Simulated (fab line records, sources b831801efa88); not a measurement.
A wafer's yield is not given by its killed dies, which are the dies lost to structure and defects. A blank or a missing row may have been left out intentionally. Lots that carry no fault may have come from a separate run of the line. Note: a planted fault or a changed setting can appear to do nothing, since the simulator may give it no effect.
Which tool did it? | flow gf180mcu | 39 wafers from 13 lots sampled at 4 of the route's 602 steps

WHAT EACH GAUGE READ, for each wafer
GF_M4_OVL_MEAS_15. Usual: M4_OVL typically reads 3 nm, with standard deviation 5.3.
lot  | measured     | on         | M4_OVL (nm) | flag
L437 | day 23 23:42 | overlay-02 | 5 -3 6      |
L438 | day 24 04:59 | overlay-02 | 1 1 -4      |
L439 | day 24 10:00 | overlay-01 | 0 1 7       |
L440 | day 24 22:15 | overlay-02 | 5 5 10      |
L441 | day 25 05:00 | overlay-01 | -2 4 6      |
L444 | day 26 05:22 | overlay-01 | 5 -7 3      |
L447 | day 27 04:23 | overlay-01 | 14 10 8     |
L449 | day 27 20:14 | overlay-02 | 6 -1 4      |
L452 | day 28 21:33 | overlay-02 | 0 8 4       |
L456 | day 29 19:30 | overlay-01 | 11 8 4      |
L455 | day 29 19:55 | overlay-01 | -3 -3 6     |
L458 | day 30 10:03 | overlay-02 | -4 -4 -7    |
L459 | day 30 14:08 | overlay-02 | 2 7 4       |

TOOL THAT RAN EACH LOT (tool first, then ch and the chambers of the sampled wafers, then the start)
lot  | GF_M2_STRIP_17                       | GF_V2_CVD_02                    | GF_V3_ETCH_17
L437 | plasma asher-02 ch 0,1, day 19 21:01 | pecvd-01 ch 0,1,2, day 19 21:41 | rie diel-03 ch 0,1,2, day 23 00:00
L438 | plasma asher-04 ch 0,1, day 20 00:55 | pecvd-02 ch 0,1,2, day 20 01:36 | rie diel-04 ch 1,3, day 23 04:00
L439 | plasma asher-02 ch 0,1, day 20 07:33 | pecvd-02 ch 0,2, day 20 08:13   | rie diel-04 ch 1,2,3, day 23 09:00
L440 | plasma asher-03 ch 0,1, day 20 21:55 | pecvd-04 ch 0,1,2, day 20 22:38 | rie diel-02 ch 0,2,3, day 23 22:00
L441 | plasma asher-03 ch 0,1, day 21 03:22 | pecvd-02 ch 1,2, day 21 04:21   | rie diel-02 ch 1,2, day 24 05:00
L444 | plasma asher-02 ch 0,1, day 22 07:21 | pecvd-01 ch 0,1,2, day 22 08:05 | rie diel-02 ch 1,2,3, day 25 06:00
L447 | plasma asher-03 ch 0,1, day 23 07:23 | pecvd-04 ch 0,1,2, day 23 08:10 | rie diel-04 ch 0,2,3, day 26 05:00
L449 | plasma asher-03 ch 0,1, day 24 01:38 | pecvd-02 ch 0,1, day 24 02:23   | rie diel-02 ch 1,2,3, day 26 22:00
L452 | plasma asher-04 ch 0,1, day 25 06:07 | pecvd-01 ch 1,2, day 25 06:45   | rie diel-02 ch 0,2,3, day 28 00:00
L456 | plasma asher-04 ch 0,1, day 26 06:12 | pecvd-04 ch 0,1,2, day 26 06:52 | rie diel-02 ch 0,1,3, day 28 23:00
L455 | plasma asher-04 ch 0,1, day 26 06:35 | pecvd-02 ch 1,2, day 26 07:15   | rie diel-03 ch 0,1,2, day 28 23:00
L458 | plasma asher-03 ch 0,1, day 27 00:02 | pecvd-01 ch 0,1,2, day 27 00:44 | rie diel-02 ch 0,2,3, day 29 13:00
L459 | plasma asher-03 ch 0,1, day 27 03:56 | pecvd-01 ch 0,1, day 27 04:37   | rie diel-04 ch 1,2,3, day 29 18:00
- GF_M2_STRIP_17: strips in O2/N2.
- GF_V2_CVD_02: deposits SiO2 from TEOS, target thk 850 nm, time 94.851 s.
- GF_V3_ETCH_17: etches SiO2 in C4F8/O2/Ar, stops on TiN, target depth 635 nm.

AS READ BY THE TOOLS THEMSELVES (means over the sampled wafers that have a number; for cases with no such wafer, the mark the record gives instead)
GF_M2_STRIP_17. Usual: drypump motor current A 5.9 A, standard deviation 0.43; heater power w 357 W, standard deviation 36; oes product au 0.557 a.u., standard deviation 0.0053; strip time to endpoint s 7.859 s, standard deviation 0.029.
lot  | tool            | drypump motor current A (A) | heater power w (W) | oes product au (a.u.) | strip time to endpoint s (s) | flag
L437 | plasma asher-02 | 5.7                         | 406                | 0.561                 | 7.860                        |
L438 | plasma asher-04 | 6.5                         | 350                | 0.558                 | 7.837                        |
L439 | plasma asher-02 | 5.7                         | 406                | 0.558                 | 7.834                        |
L440 | plasma asher-03 | 5.5                         | 321                | 0.561                 | 7.873                        |
L441 | plasma asher-03 | 5.5                         | 309                | 0.560                 | 7.903                        |
L444 | plasma asher-02 | 5.7                         | 394                | 0.553                 | 7.856                        |
L447 | plasma asher-03 | 5.5                         | 317                | 0.560                 | 7.846                        |
L449 | plasma asher-03 | 5.5                         | 318                | 0.559                 | 7.837                        |
L452 | plasma asher-04 | 6.5                         | 353                | 0.554                 | 7.881                        |
L456 | plasma asher-04 | 6.5                         | 352                | 0.552                 | 7.814                        |
L455 | plasma asher-04 | 6.4                         | 339                | 0.556                 | 7.839                        |
L458 | plasma asher-03 | 5.5                         | 313                | 0.556                 | 7.848                        |
L459 | plasma asher-03 | 5.5                         | 319                | 0.557                 | 7.885                        |

GF_V2_CVD_02. Usual: heater power w at 667 W, with a standard deviation of 92.
lot  | tool     | heater power w (W) | flag
L437 | pecvd-01 | 665                |
L438 | pecvd-02 | 689                |
L439 | pecvd-02 | 770                |
L440 | pecvd-04 | 696                |
L441 | pecvd-02 | 617                |
L444 | pecvd-01 | 637                |
L447 | pecvd-04 | 688                |
L449 | pecvd-02 | 780                |
L452 | pecvd-01 | 650                |
L456 | pecvd-04 | 640                |
L455 | pecvd-02 | 640                |
L458 | pecvd-01 | 694                |
L459 | pecvd-01 | 641                |

GF_V3_ETCH_17. Usual: bias w 1200 W, standard deviation 3.5; oes product au 0.856 a.u., standard deviation 0.0047.
lot  | tool        | bias w (W) | oes product au (a.u.) | flag
L437 | rie diel-03 | 1197       | 0.853                 |
L438 | rie diel-04 | 1203       | 0.859                 |
L439 | rie diel-04 | 1201       | 0.854                 |
L440 | rie diel-02 | 1198       | 0.857                 |
L441 | rie diel-02 | 1196       | 0.854                 |
L444 | rie diel-02 | 1203       | 0.852                 |
L447 | rie diel-04 | 1421       | 0.854                 | OFF
L449 | rie diel-02 | 1200       | 0.857                 |
L452 | rie diel-02 | 1202       | 0.857                 |
L456 | rie diel-02 | 1198       | 0.853                 |
L455 | rie diel-03 | 1202       | 0.854                 |
L458 | rie diel-02 | 1200       | 0.850                 |
L459 | rie diel-04 | 1200       | 0.854                 |

THE ANSWER, worked out from the rows above alone
Rule: take the mean of a lot's wafers that have a number; if it is more than 3 standard deviations from the usual mean, the lot is off. Also off: a lot with no number at a reading for which 4 or more lots have one. Any other lot the step has rows for is counted as sound. First the gauges in route order, then the tools' own readings, where a lot's mean is used as printed above. At the first step where some lot is off, the reading lying furthest off is the one used; lots without a number count as furthest.
Off: L447, at GF_V3_ETCH_17 (bias w).
A tool fits if, at that step or a process step before it, it ran every lot that is off, and no sound lot after the first of them. No candidate that was tried fits.

WHAT HAD BEEN PUT IN BY THE SIMULATOR
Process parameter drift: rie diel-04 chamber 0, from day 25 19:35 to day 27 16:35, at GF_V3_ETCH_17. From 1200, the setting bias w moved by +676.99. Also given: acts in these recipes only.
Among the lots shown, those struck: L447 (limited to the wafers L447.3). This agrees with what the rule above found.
